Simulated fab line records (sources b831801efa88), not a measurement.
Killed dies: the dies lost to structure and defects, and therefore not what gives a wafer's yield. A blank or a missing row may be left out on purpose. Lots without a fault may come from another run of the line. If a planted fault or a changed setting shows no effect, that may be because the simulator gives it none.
What tool caused it? | flow gf180mcu | 12 lots, 36 wafers sampled, at 5 steps of a route of 602

## WHAT EACH GAUGE READ, for each wafer
GF_MVPSD_TW_MEAS_11. Usual: MVPSD_TW gives 552 (standard deviation 3.3).
lot  | measured     | on            | MVPSD_TW    | flag
L576 | day 5 07:52  | film_metro-01 | 553 555 550 |
L577 | day 5 12:03  | film_metro-02 | 544 544 544 |
L580 | day 6 06:23  | film_metro-02 | 551 552 554 |
L582 | day 6 18:25  | film_metro-01 | 552 552 550 |
L583 | day 6 23:52  | film_metro-04 | 555 558 559 |
L585 | day 7 10:23  | film_metro-02 | 508 512 507 | OFF
L586 | day 7 21:52  | film_metro-02 | 510 511 509 | OFF
L590 | day 8 18:56  | film_metro-02 | 551 551 550 |
L592 | day 9 10:18  | film_metro-04 | 558 554 556 |
L595 | day 10 07:12 | film_metro-04 | 550 554 553 |
L597 | day 10 15:30 | film_metro-04 | 554 553 551 |
L598 | day 10 20:23 | film_metro-02 | 553 553 553 |

GF_VT_IMPLANT_RS_MEAS_46: measurement is done with a four-point probe. Usual: MVSD_RS gives 456.5 ohm/sq (standard deviation 1.1).
lot  | measured     | on            | MVSD_RS (ohm/sq)  | flag
L576 | day 7 23:54  | film_metro-02 | 457.2 456.5 457.0 |
L577 | day 8 00:24  | film_metro-04 | 456.9 457.4 457.0 |
L580 | day 8 20:52  | film_metro-04 | 457.0 457.4 456.9 |
L582 | day 9 12:16  | film_metro-02 | 454.6 453.4 453.7 |
L583 | day 9 14:08  | film_metro-04 | 457.8 457.3 457.6 |
L585 | day 10 06:45 | film_metro-04 | 456.7 456.5 456.7 |
L586 | day 10 18:44 | film_metro-04 | 456.4 456.2 457.1 |
L590 | day 11 18:31 | film_metro-02 | 456.5 457.7 456.4 |
L592 | day 12 11:32 | film_metro-04 | 455.1 456.7 456.3 |
L595 | day 13 11:55 | film_metro-02 | 454.1 457.1 455.8 |
L597 | day 13 21:35 | film_metro-04 | 456.7 455.5 456.4 |
L598 | day 14 03:31 | film_metro-04 | 455.5 456.6 456.4 |

GF_VT_IMPLANT_RS_MEAS_49: measurement is done with a four-point probe. Usual: MVPSD_RS gives 1170.5 ohm/sq (standard deviation 2.7).
lot  | measured     | on            | MVPSD_RS (ohm/sq)    | flag
L576 | day 8 00:16  | film_metro-02 | 1168.3 1167.2 1170.5 |
L577 | day 8 00:46  | film_metro-04 | 1174.3 1179.6 1171.0 |
L580 | day 8 21:13  | film_metro-04 | 1172.2 1173.7 1170.1 |
L582 | day 9 12:37  | film_metro-02 | 1168.1 1166.7 1168.5 |
L583 | day 9 14:30  | film_metro-04 | 1169.2 1170.6 1169.5 |
L585 | day 10 07:07 | film_metro-04 | 1358.1 1360.3 1360.4 | OFF
L586 | day 10 19:06 | film_metro-04 | 1361.6 1361.4 1357.5 | OFF
L590 | day 11 18:53 | film_metro-02 | 1173.0 1175.2 1171.8 |
L592 | day 12 11:53 | film_metro-04 | 1169.6 1168.0 1169.7 |
L595 | day 13 12:16 | film_metro-02 | 1173.2 1169.9 1171.0 |
L597 | day 13 21:57 | film_metro-04 | 1171.1 1171.1 1170.6 |
L598 | day 14 03:53 | film_metro-04 | 1165.9 1170.0 1168.6 |

GF_DUAL_GATE_OVL_MEAS_11. Usual: DUAL_GATE_OVL gives -0.4 nm (standard deviation 1.3).
lot  | measured     | on         | DUAL_GATE_OVL (nm) | flag
L576 | day 8 18:46  | overlay-01 | 1.9 1.5 1.5        |
L577 | day 8 20:15  | overlay-01 | -1.2 0.3 0.1       |
L580 | day 9 17:29  | overlay-01 | 0.9 0.7 -0.1       |
L582 | day 10 09:09 | overlay-02 | -2.3 -1.4 -3.1     |
L583 | day 10 12:22 | overlay-01 | 0.6 0.4 1.5        |
L585 | day 11 03:49 | overlay-01 | -1.0 -1.0 -2.0     |
L586 | day 11 15:43 | overlay-01 | 0.7 -0.1 0.5       |
L590 | day 12 15:31 | overlay-01 | -1.0 1.5 1.7       |
L592 | day 13 09:12 | overlay-01 | 0.0 -1.0 -1.7      |
L595 | day 14 12:28 | overlay-01 | -0.3 -3.2 -1.3     |
L597 | day 14 22:18 | overlay-01 | -0.9 -1.8 -0.2     |
L598 | day 15 01:53 | overlay-02 | -1.5 -1.1 -0.6     |

## EACH LOT AND THE TOOL THAT RAN IT (in order: tool; ch and the chambers of the sampled wafers; start)
lot  | GF_MVPSD_IMPLANT_08
L576 | implanter-02 ch 0, day 5 07:28
L577 | implanter-03 ch 0, day 5 11:39
L580 | implanter-04 ch 0, day 6 06:01
L582 | implanter-03 ch 0, day 6 18:01
L583 | implanter-02 ch 0, day 6 23:30
L585 | implanter-04 ch 0, day 7 10:01
L586 | implanter-04 ch 0, day 7 21:29
L590 | implanter-02 ch 0, day 8 18:32
L592 | implanter-02 ch 0, day 9 09:54
L595 | implanter-04 ch 0, day 10 06:48
L597 | implanter-04 ch 0, day 10 15:06
L598 | implanter-04 ch 0, day 10 19:58
- GF_MVPSD_IMPLANT_08

## WHAT THE TOOLS THEMSELVES READ (means of the sampled wafers that have a number; where no wafer has one, the mark that the record gives instead)
GF_MVPSD_IMPLANT_08. Usual: dose_ions_cm2 1.4998e+13, standard deviation 1.6e+10; faraday_current_uA 84.5, standard deviation 1.8.
lot  | tool         | dose_ions_cm2 | faraday_current_uA | flag
L576 | implanter-02 | 1.4963e+13    | 86.0               |
L577 | implanter-03 | 1.4996e+13    | 84.8               |
L580 | implanter-04 | 1.4991e+13    | 85.4               |
L582 | implanter-03 | 1.4976e+13    | 83.8               |
L583 | implanter-02 | 1.5009e+13    | 85.0               |
L585 | implanter-04 | 1.1073e+13    | 62.9               | OFF
L586 | implanter-04 | 1.1073e+13    | 60.7               | OFF
L590 | implanter-02 | 1.5010e+13    | 84.8               |
L592 | implanter-02 | 1.5002e+13    | 85.4               |
L595 | implanter-04 | 1.4988e+13    | 84.6               |
L597 | implanter-04 | 1.4992e+13    | 85.7               |
L598 | implanter-04 | 1.4984e+13    | 84.3               |

## THE ANSWER, worked out from the rows above alone
Rule: take the mean of a lot's wafers that have a number; if it is more than 3 standard deviations from the usual mean, the lot is off. A lot without any number at a reading at which 4 lots or more have one is off too. The other lots that the step has rows for count as sound. Order of review: gauges by route order, followed by the tools' own readings, for which a lot's mean as printed above is used. At the first step where some lot is off, the reading lying furthest off is the one used; lots without a number count as furthest.
Off: L585, L586, seen at GF_MVPSD_TW_MEAS_11 (MVPSD_TW).
A tool fits if, at a process step before that reading, it ran every lot that is off, and no sound lot after the first of them. Not tried: the gauges at GF_MVPSD_TW_MEAS_11; whatever is off there is also off at GF_VT_IMPLANT_RS_MEAS_49, on other tools, and gauge error can't account for it. No candidate that was tried fits.

## WHAT WAS PUT IN BY THE SIMULATOR
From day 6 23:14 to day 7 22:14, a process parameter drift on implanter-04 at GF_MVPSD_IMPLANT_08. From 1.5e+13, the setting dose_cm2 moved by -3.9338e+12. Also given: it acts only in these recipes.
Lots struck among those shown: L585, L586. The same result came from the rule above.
